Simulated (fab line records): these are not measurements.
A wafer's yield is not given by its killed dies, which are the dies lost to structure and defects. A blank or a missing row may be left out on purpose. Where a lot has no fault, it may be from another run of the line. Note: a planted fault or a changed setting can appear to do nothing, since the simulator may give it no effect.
fab line records + flow sky130
record
- lots=6
- wafers=18
- last-day=49
route steps=708 shown PWDE@49 NWELL@56
lots that met no fault: from a run of the same line without faults
start-h: the number of hours between the record's first day and the start of the first shown wafer of the lot + wait-h: hours from the lot's prior step to this one + " unchanged from the row above + L1.1+2: one row covering several wafers at once + - no value present, or no start provided + * or withheld: withheld + < > ~ a bound
route shown NAME@n: NAME is a module with steps in the file, n the number in the route of the first one + usual: mean/standard deviation of fault-free wafers + same: alike in all rows + chamber/n: place in a boat + sites: per-site readings + _std_site: standard deviation across them + _edge_site: mean of outer sites minus mean of inner sites + radius-mm: how far each site lies from the wafer's centre + mask NAME#n: copy n + behind: tool/chamber where the wafer was last shaped + hold: reason for holding the lot/hours on hold/outcome of the hold + device: transistor that didn't switch, given as n, p or np + end of line: the tests these same wafers got at the end of their route + for a step that has no rows: nothing shown but its recipe + killed: the dies lost at the first sort to structure and to defects; this is not the yield of the wafer + map: per-die view of a wafer (x killed, . not killed, _ where there is no die)
set.NAME: setting as actually run; set.NAME@STEP: the setting as run at that earlier step + model.NAME: the simulator's own value behind a step, which no gauge read
lots at selected steps of the route; one table per step, one row per wafer
services: when a tool's chamber went out of use (start-h, in hours from the record's first day, below 0 if earlier), for how many hours, and the reason
## steps
# step SKY_PWDE_EXPOSE_04
# recipe
- mask-id=PWDEM
- na=0.6
- source-shape=conventional
- sigma-outer=0.6
- polarization=unpolarized
- target-cd-nm=840
- dose-mj=214
# step SKY_PWDE_PEB_05
# recipe
- temp-c=115
- time-s=withheld
# step SKY_PWDE_DEVELOP_06
# recipe
- wall-angle-deg=90
- developer=TMAH
- develop-time-s=60
- dev-temp-c=23
# step SKY_PWDE_OVL_MEAS_07
# usual
- PWDE_OVL=-0.4/1.9
| lot.wafer | tool       | chamber | start-h | wait-h | PWDE_OVL[nm] |
|-----------|------------|---------|---------|--------|--------------|
| L207.1    | overlay-01 | -       | 67.44   | -      | 0.6          |
| L207.4    | "          | -       | "       | "      | 1.2          |
| L207.5    | "          | -       | "       | "      | 2.1          |
| L208.2    | overlay-02 | -       | 71.94   | -      | 0.7          |
| L208.5    | "          | -       | "       | "      | -1.3         |
| L208.6    | "          | -       | "       | "      | 0.1          |
| L217.1    | overlay-02 | -       | 127.08  | -      | 1.7          |
| L217.2    | "          | -       | "       | "      | 2.0          |
| L217.6    | "          | -       | "       | "      | 3.1          |
| L218.3    | overlay-02 | -       | 134.60  | -      | -1.1         |
| L218.4    | "          | -       | "       | "      | -1.8         |
| L218.5    | "          | -       | "       | "      | 1.5          |
| L219.3    | overlay-01 | -       | 140.20  | -      | -0.7         |
| L219.4    | "          | -       | "       | "      | -2.7         |
| L219.5    | "          | -       | "       | "      | -2.4         |
| L225.2    | overlay-02 | -       | 169.54  | -      | -1.0         |
| L225.4    | "          | -       | "       | "      | -2.3         |
| L225.6    | "          | -       | "       | "      | 0.6          |
# step SKY_PWDE_IMPLANT_08
# recipe
- species=B
- energy-kev=150
- dose-cm2=3.6e+12
- tilt-deg=withheld
# step SKY_PWDE_STRIP_09
# recipe
- chemistry=O2/N2
- power-w=1400
- pressure-mtorr=1500
- platen-temp-c=withheld
- o2-flow-sccm=3000
- n2-flow-sccm=300
- overash-fraction=0.5
# usual
- drypump-motor-current-A=5.6/0.7
- oes-product-au=0.722/0.0048
- strip-time-to-endpoint-s=36.92/0.097
| lot.wafer | tool            | chamber | start-h | wait-h | drypump-motor-current-A | oes-product-au | rf-hours-counter-h | strip-time-to-endpoint-s |
|-----------|-----------------|---------|---------|--------|-------------------------|----------------|--------------------|--------------------------|
| L207.1    | plasma-asher-04 | 0       | 67.62   | 0.1    | 6.7                     | 0.729          | 37                 | 37.06                    |
| L207.4    | "               | 0       | "       | "      | 6.7                     | 0.725          | -                  | 36.99                    |
| L207.5    | "               | 0       | "       | "      | 6.7                     | 0.727          | -                  | 37.01                    |
| L208.2    | plasma-asher-01 | 0       | 72.12   | 0.1    | 5.2                     | 0.725          | 40                 | 36.86                    |
| L208.5    | "               | 1       | "       | "      | 6.2                     | 0.736          | -                  | 36.94                    |
| L208.6    | "               | 0       | "       | "      | 5.2                     | 0.730          | -                  | 36.91                    |
| L217.1    | plasma-asher-04 | 0       | 127.27  | 0.1    | 6.7                     | 0.722          | 43                 | 36.98                    |
| L217.2    | "               | 1       | "       | "      | 4.7                     | 0.718          | 43                 | 37.11                    |
| L217.6    | "               | 1       | "       | "      | 4.7                     | 0.718          | -                  | 37.09                    |
| L218.3    | plasma-asher-04 | 0       | 134.81  | 0.1    | 6.7                     | 0.717          | -                  | 37.10                    |
| L218.4    | "               | 1       | "       | "      | 4.7                     | 0.716          | -                  | 37.01                    |
| L218.5    | "               | 1       | "       | "      | 4.7                     | 0.724          | -                  | 37.09                    |
| L219.3    | plasma-asher-01 | 1       | 140.40  | 0.1    | 6.2                     | 0.718          | -                  | 36.87                    |
| L219.4    | "               | 0       | "       | "      | 5.2                     | 0.719          | -                  | 36.92                    |
| L219.5    | "               | 1       | "       | "      | 6.2                     | 0.726          | -                  | 37.01                    |
| L225.2    | plasma-asher-02 | 0       | 169.72  | 0.1    | 5.1                     | 0.723          | 35                 | 36.78                    |
| L225.4    | "               | 0       | "       | "      | 5.2                     | 0.714          | -                  | 36.76                    |
| L225.6    | "               | 1       | "       | "      | 5.9                     | 0.723          | -                  | 36.83                    |
# step SKY_PWDE_TW_MEAS_10
# usual
- PWDE_TW=374/5.2
| lot.wafer | tool          | chamber | start-h | wait-h | PWDE_TW |
|-----------|---------------|---------|---------|--------|---------|
| L207.1    | film-metro-04 | -       | 67.72   | 0.1    | 371     |
| L207.4    | "             | -       | "       | "      | 371     |
| L207.5    | "             | -       | "       | "      | 371     |
| L208.2    | film-metro-04 | -       | 72.23   | 0.1    | 368     |
| L208.5    | "             | -       | "       | "      | 367     |
| L208.6    | "             | -       | "       | "      | 368     |
| L217.1    | film-metro-03 | -       | 127.37  | 0.1    | 381     |
| L217.2    | "             | -       | "       | "      | 380     |
| L217.6    | "             | -       | "       | "      | 380     |
| L218.3    | film-metro-04 | -       | 134.89  | 0.1    | 371     |
| L218.4    | "             | -       | "       | "      | 372     |
| L218.5    | "             | -       | "       | "      | 370     |
| L219.3    | film-metro-03 | -       | 140.49  | 0.1    | 383     |
| L219.4    | "             | -       | "       | "      | 382     |
| L219.5    | "             | -       | "       | "      | 382     |
| L225.2    | film-metro-04 | -       | 169.83  | 0.1    | 367     |
| L225.4    | "             | -       | "       | "      | 367     |
| L225.6    | "             | -       | "       | "      | 368     |
# step SKY_NWELL_DEHYDRATE_03
# recipe
- temp-c=200
- time-s=60
# step SKY_NWELL_HMDS_04
# recipe
- prime-time-s=60
- prime-temp-c=120
# step SKY_NWELL_COAT_05
# recipe
- spin-rpm=2000
- resist-thk-nm=3000
# step SKY_NWELL_SOFTBAKE_06
# recipe
- temp-c=110
- time-s=withheld
# step SKY_NWELL_EXPOSE_07
# recipe
- mask-id=NWM
- na=0.6
- source-shape=conventional
- sigma-outer=0.6
- polarization=unpolarized
- target-cd-nm=840
- dose-mj=255
# step SKY_NWELL_PEB_08
# recipe
- temp-c=115
- time-s=withheld
# usual
- chill-plate-temp-C=23.01/0.1
- exhaust-pa=45.0/0.93
| lot.wafer | tool           | chamber | start-h | wait-h | chill-plate-temp-C | exhaust-pa |
|-----------|----------------|---------|---------|--------|--------------------|------------|
| L207.1    | litho-track-01 | 0       | 83      | -      | 23.22              | 43.7       |
| L207.4    | "              | 0       | "       | "      | 23.26              | 43.5       |
| L207.5    | "              | 0       | "       | "      | 23.16              | 44.7       |
| L208.2    | litho-track-01 | 0       | 87      | -      | 23.01              | 44.7       |
| L208.5    | "              | 0       | "       | "      | 22.96              | 45.0       |
| L208.6    | "              | 0       | "       | "      | 22.87              | 45.3       |
| L217.1    | litho-track-03 | -       | 146     | -      | -                  | -          |
| L217.2    | "              | -       | "       | "      | -                  | -          |
| L217.6    | "              | -       | "       | "      | -                  | -          |
| L218.3    | litho-track-01 | -       | 153     | -      | -                  | -          |
| L218.4    | "              | -       | "       | "      | -                  | -          |
| L218.5    | "              | -       | "       | "      | -                  | -          |
| L219.3    | litho-track-02 | 0       | 159     | -      | 23.00              | 46.6       |
| L219.4    | "              | 0       | "       | "      | 22.90              | 46.9       |
| L219.5    | "              | 0       | "       | "      | 22.86              | 47.0       |
| L225.2    | litho-track-03 | 0       | 189     | -      | 23.01              | 44.8       |
| L225.4    | "              | 0       | "       | "      | 23.05              | 46.0       |
| L225.6    | "              | 0       | "       | "      | 23.21              | 44.6       |
# step SKY_NWELL_DEVELOP_09
# recipe
- wall-angle-deg=90
- developer=TMAH
- develop-time-s=60
- dev-temp-c=24.01
## services
| tool            | chamber | start-h | hours | kind                      |
|-----------------|---------|---------|-------|---------------------------|
| litho-track-01  | -       | 105.90  | -     | consumable-replace:filter |
| plasma-asher-01 | -       | 108.75  | 9.0   | pm                        |
| plasma-asher-01 | 0       | 108.75  | 9.0   | vent-cycle                |
| plasma-asher-01 | 1       | 108.75  | 9.0   | vent-cycle                |
| plasma-asher-01 | 0       | 117.75  | -     | clean                     |
| plasma-asher-01 | 1       | 117.75  | -     | clean                     |
| plasma-asher-02 | -       | 155.22  | 0.9   | repair                    |
| plasma-asher-04 | -       | 162.00  | 14.6  | pm                        |
## key
first-sign
- step=SKY_NWELL_PEB_08
- reading=tool-record
- direction=missing
effect none on later readings
met-at SKY_NWELL_PEB_08
struck-wafers L217.1,L217.2,L217.6,L218.3,L218.4,L218.5
sort-left-out L217.1,L217.2,L217.6,L218.3,L218.4,L218.5
tester-left-out L217,L218
onset-between 87 146
fault
- kind=skipped-step-whole
- tool=litho-track-01,litho-track-03
- chamber=-
- onset-h=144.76
- steps=SKY_NWELL_PEB_08
- scope=struck-lots-only
# tester-left-out: of these lots the tester's yield and bins aren't shown, on N5 and GAA mostly nor the transistor test; their killed dies are dies lost to structure and defects alone, not to doping, threshold or leakage, so they don't give the yield
# sort-left-out: the simulated sort isn't trusted on such a fault, so these wafers' sort isn't shown, and their yield isn't known
